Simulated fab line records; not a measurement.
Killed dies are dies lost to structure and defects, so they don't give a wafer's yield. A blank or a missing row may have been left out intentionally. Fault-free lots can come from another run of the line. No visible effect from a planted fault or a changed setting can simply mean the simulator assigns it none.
One fault seen from 2 desks	flow sky130	each desk has only its own numbers; what lay behind them comes last

## TOOL OWNER'S DESK, cmp-01
The tool's own readings at SKY_CONTACT_CMP_04 (polishes SiO2): means of the sampled wafers that have a number, for each lot that ran on this tool. Marked OUT: a lot whose mean sits more than 4 standard deviations from the usual mean, which makes it out of limits; the brackets give that distance.
Columns: A = head-pressure-psi at SKY_CONTACT_CMP_04, usual 4.000 psi; B = motor-current-A at SKY_CONTACT_CMP_04, usual 13.0 A; C = time-to-endpoint-s at SKY_CONTACT_CMP_04, usual 83 s
lot	first seen here	A	B	C
L502	day 30 04:07	3.997	11.7	72
L507	day 32 01:55	3.997	13.4	85
L508	day 32 07:43	3.996	12.5	80
L509	day 32 10:22	3.995	13.4	83
L511	day 33 06:52	3.996	13.0	90
L514	day 34 10:58	4.005	12.6	84
L524	day 38 06:25	4.966 (+99 or more) OUT	16.3	67 (-4.5) OUT
L525	day 38 08:39	4.982 (+99 or more) OUT	17.0	69
This desk's finding: out of limits on L524, L525; first on L524, day 38 06:25 (head-pressure-psi at SKY_CONTACT_CMP_04). Within limits: L502, L507, L508, L509, L511, L514.

## THE METROLOGY DESK
Lot by lot, what the gauges showed, no matter which tool ran the lot: averages of those sampled wafers that carry a number. Marked OUT: a lot whose mean sits more than 4 standard deviations from the usual mean, which makes it out of limits; the brackets give that distance.
Columns: A = cd-nm at SKY_CONTACT_CD_MEAS_14, usual 169.9 nm
lot	first seen here	A
L502	day 31 07:36	169.2
L503	day 32 15:12	170.4
L504	day 32 15:36	168.0
L507	day 33 05:06	170.4
L508	day 33 11:25	168.2
L509	day 33 13:42	170.8
L510	day 34 04:46	170.3
L511	day 34 09:25	169.4
L512	day 34 22:21	170.0
L514	day 35 14:06	171.7
L516	day 37 08:41	169.0
L524	day 39 07:38	171.0
L525	day 39 10:05	167.2
Finding of this desk: none of the 13 lots has anything out of limits.

## BROUGHT TOGETHER
An alarm could have come from the tool owner's desk at day 38 06:25, on L524, L525.
At the metrology desk, nothing out of limits was observed.
The metrology desk holds a record of L524, L525, inside its limits.
SKY_CONTACT_CMP_04 was run on cmp-01 by each of the lots named.

## WHAT THE SIMULATOR HAD PUT IN
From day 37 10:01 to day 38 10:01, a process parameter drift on cmp-01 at SKY_CONTACT_CMP_04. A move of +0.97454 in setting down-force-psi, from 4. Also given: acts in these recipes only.
Struck lots among those shown: L524, L525.
Hours from the fault's start to each desk's first reading out of limits: the tool owner's desk, 20.
